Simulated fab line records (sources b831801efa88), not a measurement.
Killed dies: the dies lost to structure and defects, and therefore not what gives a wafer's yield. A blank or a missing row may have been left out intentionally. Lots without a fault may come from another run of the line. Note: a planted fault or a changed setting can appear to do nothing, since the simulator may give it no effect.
The same fault as seen by 2 desks | flow sky130 | each desk has only its own numbers; what lay behind them comes last

== AT THE METROLOGY DESK ==
What the gauges read, lot by lot, whatever tool the lot ran on: means of the sampled wafers that have a number. Marked OUT: a lot whose mean sits more than 4 standard deviations from the usual mean, which makes it out of limits; the brackets give that distance.
Columns: A = GATE_OXIDE_TW at SKY_GATE_OXIDE_TW_MEAS_14, usual 226.5; B = POLY_GATE_TW at SKY_RES_PROTECT_TW_MEAS_08, usual 4058
lot  | first seen here | A     | B
L511 | day 15 20:32    | 223.4 | 4030
L512 | day 15 23:39    | 229.0 | 4071
L513 | day 16 10:10    | 229.3 | 4035
L515 | day 16 14:03    | 228.9 | 4028
L518 | day 17 21:43    | 225.8 | 4098
L526 | day 20 07:31    | 226.1 | 3716 (-7.8) OUT
L527 | day 20 22:17    | 227.3 | 4027
L528 | day 21 01:15    | 223.1 | 3749 (-7.0) OUT
L529 | day 21 12:45    | 229.5 | 4007
L530 | day 21 15:03    | 229.6 | 4097
Finding of this desk: L526, L528 out of limits, first seen on L526 at day 21 17:21 (POLY_GATE_TW at SKY_RES_PROTECT_TW_MEAS_08). In limits: L511, L512, L513, L515, L518, L527, L529, L530.

== FOR THE TOOL OWNER'S DESK: implanter-01 ==
The tool's own readings at SKY_POLY_GATE_IMPLANT_02: means of the sampled wafers that have a number, for each lot that ran on this tool. Marked OUT: a lot whose mean sits more than 4 standard deviations from the usual mean, which makes it out of limits; the brackets give that distance.
Columns: A = beam-on-s at SKY_POLY_GATE_IMPLANT_02, usual 36.7 s; B = dose-ions-cm2 at SKY_POLY_GATE_IMPLANT_02, usual 7.702e+15; C = end-station-pressure-torr at SKY_POLY_GATE_IMPLANT_02, usual 1.05e-05 Torr
lot  | first seen here | A              | B                           | C
L511 | day 17 03:20    | 38.0           | 7.712e+15                   | 9.73e-06
L515 | day 17 23:49    | 38.4           | 7.705e+15                   | 1.02e-05
L526 | day 21 17:06    | 14.9 (-16) OUT | 3.066e+15 (-99 or more) OUT | 1.31e-05 (+4.1) OUT
L528 | day 22 10:53    | 15.2 (-15) OUT | 3.083e+15 (-99 or more) OUT | 1.33e-05 (+4.5) OUT
This desk finds L526, L528 out of limits, L526 being first, at day 21 17:06 (beam-on-s at SKY_POLY_GATE_IMPLANT_02). In limits: L511, L515.

== TAKEN TOGETHER ==
At day 21 17:06, on L526, L528, the tool owner's desk was in a position to raise an alarm.
Metrology desk: alarm possible at day 21 17:21 on L526, L528.
Every lot named ran SKY_POLY_GATE_IMPLANT_02 on implanter-01.

== WHAT WAS PUT IN BY THE SIMULATOR ==
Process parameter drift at SKY_POLY_GATE_IMPLANT_02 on implanter-01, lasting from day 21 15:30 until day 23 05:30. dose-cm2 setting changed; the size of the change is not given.
Lots struck among those shown: L526, L528.
Counting hours from when the fault started, the first reading out of limits came at 2 for the tool owner's desk and at 2 for the metrology desk.
